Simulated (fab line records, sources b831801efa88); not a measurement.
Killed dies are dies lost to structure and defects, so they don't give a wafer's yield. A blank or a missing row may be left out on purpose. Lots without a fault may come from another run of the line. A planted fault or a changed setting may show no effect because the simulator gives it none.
Chamber matching | flow gf180mcu | GF_V3_CMP_26 on cmp-02: 4 sister chambers
The step polishes, stops on SiO2, t overpolish 15 s, target thk 0 nm. 4 wafers are shown with their chamber, then 7 later ones without.

WAFERS WITH THEIR CHAMBER
wafer  | chamber | motor_current_A (A)
L654.2 | 2       | 9.6
L654.5 | 0       | 10.4
L662.4 | 3       | 12.2
L662.5 | 1       | 11.8

WAFERS WITHOUT THEIR CHAMBER
wafer  | motor_current_A (A)
L662.6 | 9.8
L663.1 | 10.9
L663.2 | 12.0
L663.6 | 11.1
L667.2 | 10.5
L667.4 | 11.7
L667.5 | 11.5

WHICH CHAMBER EACH WENT THROUGH
wafer  | from the rows above          | in truth
L662.6 | can't be placed: 2 or 0      | 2
L663.1 | can't be placed: 0 or 1      | 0
L663.2 | can't be placed: 1 or 3      | 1
L663.6 | can't be placed: 0 or 1 or 3 | 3
L667.2 | 0                            | 0
L667.4 | can't be placed: 1 or 3      | 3
L667.5 | can't be placed: 1 or 3      | 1
Placed correctly: 1 of 7. Can't be placed from these rows: 6 (the true chamber is among the candidates in 6). Placed wrongly: 0.
How it was worked out, from the rows above alone: a wafer's distance from a chamber is the root of the sum, over the readings, of the square of ((its reading less the chamber's mean) divided by the reading's scatter). The wafer belongs to the nearest chamber; if the next one is less than 2 further off, it can't be placed. A chamber's mean is the mean of its shown wafers. The scatter: with one shown wafer a chamber, the root of the mean of the squares of how far each hidden wafer lies from its nearest shown one.
